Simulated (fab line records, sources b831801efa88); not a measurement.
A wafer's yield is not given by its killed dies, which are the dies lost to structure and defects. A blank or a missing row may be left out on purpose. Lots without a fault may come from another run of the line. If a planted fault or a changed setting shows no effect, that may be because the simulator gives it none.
Which of the tools did it? || flow gf180mcu || 14 lots with 42 wafers sampled at 2 steps, on a route of 602 steps

## WHAT EACH GAUGE READ, for each wafer
GF_V1_RS_MEAS_24: measures by four-point-probe. Usual: V1_W_RS typically reads 0.328 ohm/sq, with standard deviation 0.0036.
{"lot": "L913", "measured": "day 18 02:40", "on": "film metro-02", "V1_W_RS (ohm/sq)": "0.327 0.322 0.326", "flag": ""}
{"lot": "L914", "measured": "day 18 09:55", "on": "film metro-04", "V1_W_RS (ohm/sq)": "0.329 0.328 0.327", "flag": ""}
{"lot": "L915", "measured": "day 19 02:23", "on": "film metro-04", "V1_W_RS (ohm/sq)": "0.330 0.333 0.329", "flag": ""}
{"lot": "L916", "measured": "day 19 03:44", "on": "film metro-03", "V1_W_RS (ohm/sq)": "0.323 0.327 0.326", "flag": ""}
{"lot": "L917", "measured": "day 19 18:25", "on": "film metro-04", "V1_W_RS (ohm/sq)": "0.326 0.330 0.331", "flag": ""}
{"lot": "L918", "measured": "day 20 03:13", "on": "film metro-04", "V1_W_RS (ohm/sq)": "0.330 0.326 0.334", "flag": ""}
{"lot": "L920", "measured": "day 21 05:09", "on": "film metro-02", "V1_W_RS (ohm/sq)": "0.324 0.327 0.326", "flag": ""}
{"lot": "L921", "measured": "day 21 09:05", "on": "film metro-03", "V1_W_RS (ohm/sq)": "0.324 0.322 0.326", "flag": ""}
{"lot": "L922", "measured": "day 21 17:48", "on": "film metro-03", "V1_W_RS (ohm/sq)": "0.336 0.327 0.327", "flag": ""}
{"lot": "L924", "measured": "day 22 08:43", "on": "film metro-04", "V1_W_RS (ohm/sq)": "0.328 0.323 0.327", "flag": ""}
{"lot": "L925", "measured": "day 22 16:28", "on": "film metro-03", "V1_W_RS (ohm/sq)": "0.330 0.331 0.327", "flag": ""}
{"lot": "L929", "measured": "day 24 02:15", "on": "film metro-04", "V1_W_RS (ohm/sq)": "0.330 0.330 0.332", "flag": ""}
{"lot": "L931", "measured": "day 24 17:52", "on": "film metro-04", "V1_W_RS (ohm/sq)": "0.174 0.333 0.334 0.174 0.334 0.335", "flag": "OFF"}
{"lot": "L933", "measured": "day 25 01:17", "on": "film metro-03", "V1_W_RS (ohm/sq)": "0.173 0.327 0.325 0.173 0.326 0.325", "flag": "OFF"}

## WHAT TOOL EACH LOT RAN ON (gives the tool, then ch and the chambers of the sampled wafers, and finally the start)
{"lot": "L913", "GF_V1_CVD_23": "cvd w-02 ch 0,1, day 18 02:34"}
{"lot": "L914", "GF_V1_CVD_23": "cvd w-01 ch 0, day 18 09:47"}
{"lot": "L915", "GF_V1_CVD_23": "cvd w-02 ch 0,1, day 19 02:16"}
{"lot": "L916", "GF_V1_CVD_23": "cvd w-01 ch 0,1, day 19 03:37"}
{"lot": "L917", "GF_V1_CVD_23": "cvd w-02 ch 0,1, day 19 18:18"}
{"lot": "L918", "GF_V1_CVD_23": "cvd w-01 ch 0,1, day 20 03:05"}
{"lot": "L920", "GF_V1_CVD_23": "cvd w-01 ch 1, day 21 05:02"}
{"lot": "L921", "GF_V1_CVD_23": "cvd w-02 ch 0,1, day 21 08:58"}
{"lot": "L922", "GF_V1_CVD_23": "cvd w-01 ch 0,1, day 21 17:41"}
{"lot": "L924", "GF_V1_CVD_23": "cvd w-01 ch 0, day 22 08:36"}
{"lot": "L925", "GF_V1_CVD_23": "cvd w-01 ch 0,1, day 22 16:21"}
{"lot": "L929", "GF_V1_CVD_23": "cvd w-02 ch 0,1, day 24 02:08"}
{"lot": "L931", "GF_V1_CVD_23": "cvd w-02 ch 0,1, day 24 17:45"}
{"lot": "L933", "GF_V1_CVD_23": "cvd w-02 ch 0,1, day 25 01:11"}
- GF_V1_CVD_23: deposits W, target thk 350 nm, time 105.05 s.

## AS READ BY THE TOOLS THEMSELVES (means over the sampled wafers that have a number; for cases with no such wafer, the mark the record gives instead)
GF_V1_CVD_23. Usual: heater power w reads 844 W (standard deviation 82).
{"lot": "L913", "tool": "cvd w-02", "heater power w (W)": 855, "flag": ""}
{"lot": "L914", "tool": "cvd w-01", "heater power w (W)": 734, "flag": ""}
{"lot": "L915", "tool": "cvd w-02", "heater power w (W)": 834, "flag": ""}
{"lot": "L916", "tool": "cvd w-01", "heater power w (W)": 804, "flag": ""}
{"lot": "L917", "tool": "cvd w-02", "heater power w (W)": 835, "flag": ""}
{"lot": "L918", "tool": "cvd w-01", "heater power w (W)": 795, "flag": ""}
{"lot": "L920", "tool": "cvd w-01", "heater power w (W)": 951, "flag": ""}
{"lot": "L921", "tool": "cvd w-02", "heater power w (W)": 829, "flag": ""}
{"lot": "L922", "tool": "cvd w-01", "heater power w (W)": 886, "flag": ""}
{"lot": "L924", "tool": "cvd w-01", "heater power w (W)": 732, "flag": ""}
{"lot": "L925", "tool": "cvd w-01", "heater power w (W)": 877, "flag": ""}
{"lot": "L929", "tool": "cvd w-02", "heater power w (W)": 843, "flag": ""}
{"lot": "L931", "tool": "cvd w-02", "heater power w (W)": 852, "flag": ""}
{"lot": "L933", "tool": "cvd w-02", "heater power w (W)": 848, "flag": ""}

## THE ANSWER, worked out from the rows above alone
Rule: a lot is off if the mean of its wafers that have a number lies more than 3 standard deviations from the usual mean. Also off: a lot with no number at a reading for which 4 or more lots have one. All remaining lots with rows at the step are treated as sound. Order of review: gauges by route order, followed by the tools' own readings, for which a lot's mean as printed above is used. The first step at which some lot is off is used, and at that step the reading that is off furthest; a lot without a number counts as furthest.
Off: L931, L933, at GF_V1_RS_MEAS_24 (V1_W_RS).
If a tool, at a process step before that reading, ran all the lots that are off and no sound lot after the first of them, it fits. Gauges at GF_V1_RS_MEAS_24: tried the same way as those tools. One fits: cvd w-02 at GF_V1_CVD_23. A fault onset in the window from L929 (day 24 02:08, its last sound lot) to L931 (day 24 17:45, its first lot off) fits.

## WHAT THE SIMULATOR HAD INSERTED
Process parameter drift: cvd w-02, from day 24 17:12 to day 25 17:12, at GF_V1_CVD_23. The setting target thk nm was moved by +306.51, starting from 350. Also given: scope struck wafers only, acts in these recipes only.
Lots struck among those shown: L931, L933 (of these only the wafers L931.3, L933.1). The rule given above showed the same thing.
